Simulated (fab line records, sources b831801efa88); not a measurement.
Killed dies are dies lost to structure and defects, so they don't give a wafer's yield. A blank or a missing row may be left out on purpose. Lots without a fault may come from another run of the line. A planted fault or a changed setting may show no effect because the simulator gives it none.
Which tool did it? | flow gf180mcu | 12 lots, 36 wafers sampled, at 4 steps of a route of 602

WHAT THE GAUGES READ, wafer by wafer
GF_M1_THK_MEAS_06: measures by xrf.
lot  | measured     | on            | M1_ALCU_THK (nm)
L616 | day 16 12:32 | film_metro-03 | 455 446 454
L619 | day 17 02:51 | film_metro-02 | 448 453 444
L620 | day 17 22:01 | film_metro-03 | 451 450 447
L621 | day 18 02:04 | film_metro-02 | 450 455 464
L622 | day 18 18:17 | film_metro-02 | 465 454 457
L630 | day 21 15:52 | film_metro-03 | 450 453 462
L633 | day 22 12:51 | film_metro-03 | 458 467 460
L634 | day 22 17:25 | film_metro-03 | 459 451 454
L635 | day 23 02:52 | film_metro-03 | 457 449 452
L636 | day 23 12:16 | film_metro-03 | 450 461 442
L638 | day 23 22:22 | film_metro-04 | 451 447 441
L639 | day 24 04:41 | film_metro-03 | 442 450 441

WHICH TOOL RAN EACH LOT (tool, then ch and the chambers of the sampled wafers, then the start)
lot  | GF_CONTACT_ETCH_16                 | GF_M1_SPUTTER_02             | GF_M1_SPUTTER_03
L616 | rie_diel-03 ch 1,2,3, day 16 11:02 | pvd_sputter-03, day 16 12:19 | pvd_sputter-03, day 16 12:20
L619 | rie_diel-04 ch 0,1,2, day 17 01:20 | pvd_sputter-01, day 17 02:38 | pvd_sputter-01, day 17 02:40
L620 | rie_diel-03 ch 0,2,3, day 17 20:31 | pvd_sputter-03, day 17 21:48 | pvd_sputter-03, day 17 21:50
L621 | rie_diel-02 ch 2,3, day 18 00:34   | pvd_sputter-01, day 18 01:52 | pvd_sputter-01, day 18 01:53
L622 | rie_diel-03 ch 0,1, day 18 16:46   | pvd_sputter-01, day 18 18:03 | pvd_sputter-01, day 18 18:05
L630 | rie_diel-03 ch 0,1,2, day 21 14:16 | pvd_sputter-01, day 21 15:40 | pvd_sputter-01, day 21 15:41
L633 | rie_diel-04 ch 0,3, day 22 11:20   | pvd_sputter-03, day 22 12:37 | pvd_sputter-03, day 22 12:39
L634 | rie_diel-04 ch 0,2,3, day 22 15:22 | pvd_sputter-03, day 22 17:11 | pvd_sputter-03, day 22 17:13
L635 | rie_diel-03 ch 1,2, day 23 01:17   | pvd_sputter-01, day 23 02:39 | pvd_sputter-01, day 23 02:41
L636 | rie_diel-04 ch 0,1,3, day 23 10:34 | pvd_sputter-01, day 23 12:03 | pvd_sputter-01, day 23 12:05
L638 | rie_diel-04 ch 0,1,2, day 23 20:47 | pvd_sputter-01, day 23 22:09 | pvd_sputter-01, day 23 22:11
L639 | rie_diel-04 ch 0,2,3, day 24 03:12 | pvd_sputter-01, day 24 04:29 | pvd_sputter-01, day 24 04:31
- GF_CONTACT_ETCH_16: etches BARC in N2/H2.
- GF_M1_SPUTTER_02: material AlCu, target thk 450 nm, time 23.9 s.
- GF_M1_SPUTTER_03: material Ti, target thk 10 nm, time 6.7 s.

WHAT THE TOOLS THEMSELVES READ (means of the sampled wafers that have a number; where no wafer has one, the mark that the record gives instead)
GF_CONTACT_ETCH_16.
lot  | tool        | drypump_motor_current_A (A) | oes_product_au (a.u.) | throttle_valve_pct (%)
L616 | rie_diel-03 | 6.1                         | 0.850                 | 13.227
L619 | rie_diel-04 | 5.8                         | 0.855                 | 13.230
L620 | rie_diel-03 | 5.9                         | 0.856                 | 13.226
L621 | rie_diel-02 | 6.1                         | 0.858                 | 13.229
L622 | rie_diel-03 | 5.5                         | 0.855                 | 13.218
L630 | rie_diel-03 | 5.8                         | 0.856                 | 13.220
L633 | rie_diel-04 | 5.4                         | 0.852                 | 13.222
L634 | rie_diel-04 | 5.6                         | 0.858                 | 13.225
L635 | rie_diel-03 | 5.9                         | 0.855                 | 13.216
L636 | rie_diel-04 | 5.6                         | 0.858                 | 13.232
L638 | rie_diel-04 | 5.8                         | 0.854                 | 13.224
L639 | rie_diel-04 | 5.6                         | 0.855                 | 13.223

GF_M1_SPUTTER_02.
lot  | tool           | cathode_dc_power_W (W) | chamber_pressure_pa (Pa) | throttle_valve_pct (%)
L616 | pvd_sputter-03 | 10599                  | 0.3996                   | 31.2
L619 | pvd_sputter-01 | 10600                  | 0.4003                   | 31.0
L620 | pvd_sputter-03 | 10601                  | 0.4014                   | 30.4
L621 | pvd_sputter-01 | 10600                  | 0.3998                   | 30.0
L622 | pvd_sputter-01 | 10601                  | 0.4000                   | 30.2
L630 | pvd_sputter-01 | 10601                  | 0.3995                   | 30.2
L633 | pvd_sputter-03 | 10601                  | 0.4005                   | 31.6
L634 | pvd_sputter-03 | 10600                  | 0.4002                   | 30.8
L635 | pvd_sputter-01 | 10599                  | 0.4005                   | 30.7
L636 | pvd_sputter-01 | 10599                  | 0.4005                   | 30.1
L638 | pvd_sputter-01 | 10601                  | 0.3997                   | 30.9
L639 | pvd_sputter-01 | 10600                  | 0.4000                   | 30.8

GF_M1_SPUTTER_03.
lot  | tool           | cathode_dc_power_W (W) | chamber_pressure_pa (Pa) | throttle_valve_pct (%)
L616 | pvd_sputter-03 | 3000.2                 | 0.3008                   | 31.2
L619 | pvd_sputter-01 | 2999.9                 | 0.2996                   | 31.0
L620 | pvd_sputter-03 | 2999.7                 | 0.3001                   | 30.5
L621 | pvd_sputter-01 | 3000.1                 | 0.2997                   | 29.9
L622 | pvd_sputter-01 | 2999.9                 | 0.2997                   | 30.2
L630 | pvd_sputter-01 | 2999.7                 | 0.2995                   | 30.1
L633 | pvd_sputter-03 | -                      | -                        | -
L634 | pvd_sputter-03 | -                      | -                        | -
L635 | pvd_sputter-01 | 2999.7                 | 0.3003                   | 30.8
L636 | pvd_sputter-01 | 2999.8                 | 0.3002                   | 30.0
L638 | pvd_sputter-01 | 2999.7                 | 0.3002                   | 30.9
L639 | pvd_sputter-01 | 3000.2                 | 0.2994                   | 30.7

THE ANSWER, worked out from the rows above alone
Rule: what is usual is taken from the lots themselves. Put in order of their means at a reading, lots are off if they are a third of the lots or fewer, leave a main group of 4 or more, and stand apart from it by a gap of 3 or more times the standard deviation of the main group's means; of several such gaps the widest counts. A main group whose means are all the same, to the digits that the tables above print for the reading, isn't used. A lot without any number at a reading at which 4 lots or more have one is off too. The other lots that the step has rows for count as sound. The gauges are gone through in route order, then the tools' own readings, and for those a lot's mean is taken as printed above. The first step at which some lot is off is used, and at that step the reading that is off furthest; a lot without a number counts as furthest.
Off: L633, L634, at GF_M1_SPUTTER_03 (cathode_dc_power_W). Without a number there: L633, L634. The main group: mean 2999.9 W, standard deviation 0.2.
A tool fits if, at that step or a process step before it, it ran every lot that is off, and no sound lot after the first of them. One fits: pvd_sputter-03 at GF_M1_SPUTTER_02 and GF_M1_SPUTTER_03. At GF_M1_SPUTTER_02 its last sound lot is L620 (day 17 21:48), its first lot that is off L633 (day 22 12:37): a fault that began between those two fits.

WHAT THE SIMULATOR HAD PUT IN
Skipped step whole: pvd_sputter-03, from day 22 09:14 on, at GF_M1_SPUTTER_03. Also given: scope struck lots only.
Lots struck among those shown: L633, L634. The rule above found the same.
